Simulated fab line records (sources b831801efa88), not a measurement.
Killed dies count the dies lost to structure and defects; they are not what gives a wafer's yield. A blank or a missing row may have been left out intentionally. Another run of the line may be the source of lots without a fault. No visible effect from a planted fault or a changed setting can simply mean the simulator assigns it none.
Chamber matching | flow gf180mcu | GF_V1_CVD_00 on hdpcvd-01: 3 sister chambers
The step deposits SiO2, target thk 600 nm, time 100 s. 15 wafers are shown with their chamber, then 7 later ones without.

## EACH WAFER AND ITS CHAMBER
wafer  | chamber | sih4_flow_sccm (sccm)
L490.1 | 0       | 60.10
L490.4 | 0       | 60.25
L490.6 | 2       | 60.00
L492.1 | 0       | 59.55
L492.5 | 0       | 59.86
L492.6 | 2       | 60.13
L493.2 | 1       | 59.79
L493.6 | 1       | 59.62
L494.4 | 1       | 60.11
L494.6 | 2       | 60.04
L501.1 | 0       | 60.04
L501.5 | 1       | 59.95
L501.6 | 2       | 60.02
L502.1 | 2       | 59.93
L502.2 | 0       | 59.76

SIGNATURES, as means of the wafers listed above
reading        | chamber 0 | chamber 1 | chamber 2 | scatter within a chamber
sih4_flow_sccm | 59.9267   | 59.8675   | 60.0240   | 0.199
Rule: a wafer's distance from a chamber is the root of the sum, over the readings, of the square of ((its reading less the chamber's mean) divided by the reading's scatter). If the next closest chamber is less than 2 further off than the closest, the wafer can't be placed; otherwise it belongs to the closest. The scatter: take each reading less its chamber's mean, square it, sum over the shown wafers, divide by the number of wafers less the number of chambers, and take the root.

## WAFERS WHOSE CHAMBER IS MISSING
wafer  | sih4_flow_sccm (sccm)
L502.5 | 59.91
L506.2 | 59.84
L506.3 | 60.07
L506.4 | 60.09
L510.1 | 60.07
L510.3 | 60.24
L510.5 | 60.22

## EACH ONE'S CHAMBER
wafer  | from the rows above          | in truth
L502.5 | can't be placed: 0 or 1 or 2 | 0
L506.2 | can't be placed: 1 or 0 or 2 | 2
L506.3 | can't be placed: 2 or 0 or 1 | 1
L506.4 | can't be placed: 2 or 0 or 1 | 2
L510.1 | can't be placed: 2 or 0 or 1 | 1
L510.3 | can't be placed: 2 or 0 or 1 | 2
L510.5 | can't be placed: 2 or 0 or 1 | 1
0 of 7 placed correctly. Unplaceable from these rows: 7, with the true chamber sitting among the candidates in 7. Number placed wrongly: 0.
